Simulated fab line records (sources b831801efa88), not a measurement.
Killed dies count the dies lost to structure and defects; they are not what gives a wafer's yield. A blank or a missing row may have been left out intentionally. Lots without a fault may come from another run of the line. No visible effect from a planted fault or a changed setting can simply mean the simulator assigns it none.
Shared-tool check | flow sky130 | Lots sampled 12, wafers sampled 36

== WHAT PROMPTED THE OPENING ==
2 of 12 lots carry a flag on the reading LDD_P_TW at SKY_LDD_P_TW_MEAS_11. Fault-free wafers read 636.2, with a standard deviation of 2.6.
Rule: flag the lot when none of its wafers has a number, or when each of its wafers that has one lies beyond 4 standard deviations from that mean. All remaining lots are regarded as sound.

lot  | measured     | on            | LDD_P_TW, wafer by wafer | flag
L623 | day 18 16:34 | film metro-01 | 634.1 633.8 631.3        |
L624 | day 19 05:04 | film metro-02 | 634.2 634.8 636.4        |
L626 | day 19 23:34 | film metro-04 | 633.6 636.3 636.4        |
L630 | day 21 22:19 | film metro-01 | 635.3 635.6 641.0        |
L629 | day 21 23:52 | film metro-02 | 634.5 633.5 633.0        |
L632 | day 22 14:01 | film metro-04 | 633.1 637.1 637.1        |
L635 | day 24 03:55 | film metro-04 | 632.6 635.8 632.2        |
L638 | day 24 12:34 | film metro-02 | 588.1 585.1 587.5        | FLAGGED
L639 | day 24 18:34 | film metro-02 | 634.8 635.6 633.8        |
L640 | day 25 12:25 | film metro-01 | 583.8 584.6 587.4        | FLAGGED
L643 | day 26 16:35 | film metro-01 | 635.1 636.2 636.7        |
L644 | day 26 20:57 | film metro-04 | 635.0 634.4 636.6        |
The mean of the flagged lots' numbers is 586.1, -50.1 from the usual (-19 standard deviations).

== TOOL THAT RAN EACH LOT ==
The record keeps 1 process step preceding the reading, out of 708 steps on the route. Each cell gives the tool, then ch followed by the chambers the sampled wafers passed through, then the start.
lot  | flag    | SKY_LDD_P_IMPLANT_09
L623 |         | implanter-04 ch 0, day 18 16:20
L624 |         | implanter-03 ch 0, day 19 04:49
L626 |         | implanter-04 ch 0, day 19 23:19
L630 |         | implanter-04 ch 0, day 21 22:05
L629 |         | implanter-04 ch 0, day 21 23:38
L632 |         | implanter-03 ch 0, day 22 13:47
L635 |         | implanter-03 ch 0, day 24 03:40
L638 | FLAGGED | implanter-03 ch 0, day 24 12:19
L639 |         | implanter-04 ch 0, day 24 18:19
L640 | FLAGGED | implanter-03 ch 0, day 25 12:11
L643 |         | implanter-02 ch 0, day 26 16:22
L644 |         | implanter-04 ch 0, day 26 20:42
What these steps do:
- SKY_LDD_P_IMPLANT_09
- SKY_LDD_P_TW_MEAS_11

== FLAGGED AGAINST TOTAL, ONE TOOL AT A TIME (gauges that did the reading follow at the end) ==
step                 | tool          | lots run | flagged | share of the flagged lots | sound lots run after its first flagged lot
SKY_LDD_P_IMPLANT_09 | implanter-02  | 1        | 0       | none                      | -
SKY_LDD_P_IMPLANT_09 | implanter-03  | 5        | 2       | all                       | 0
SKY_LDD_P_IMPLANT_09 | implanter-04  | 6        | 0       | none                      | -
SKY_LDD_P_TW_MEAS_11 | film metro-01 | 4        | 1       | some                      | 1 (L643)
SKY_LDD_P_TW_MEAS_11 | film metro-02 | 4        | 1       | some                      | 1 (L639)
SKY_LDD_P_TW_MEAS_11 | film metro-04 | 4        | 0       | none                      | -

== THE TABLE: WHAT IT ALLOWS ==
Rows of the table that ran each flagged lot: 1, that is implanter-03 at SKY_LDD_P_IMPLANT_09.
- implanter-03 at SKY_LDD_P_IMPLANT_09 ran 5 lots, 2 of them flagged. Last sound lot L635 at day 24 03:40, first flagged lot L638 at day 24 12:19; a fault beginning in between fits. Its own readings (beam on s, faraday current uA) fall more than 4 standard deviations out on all wafers of the flagged lots.
Left over: one tool, implanter-03 at SKY_LDD_P_IMPLANT_09.

== WHAT THE SIMULATOR HAD PUT IN ==
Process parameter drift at SKY_LDD_P_IMPLANT_09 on implanter-03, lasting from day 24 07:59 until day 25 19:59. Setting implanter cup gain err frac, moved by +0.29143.
Struck lots among those shown: L638, L640. The rule above found the same.
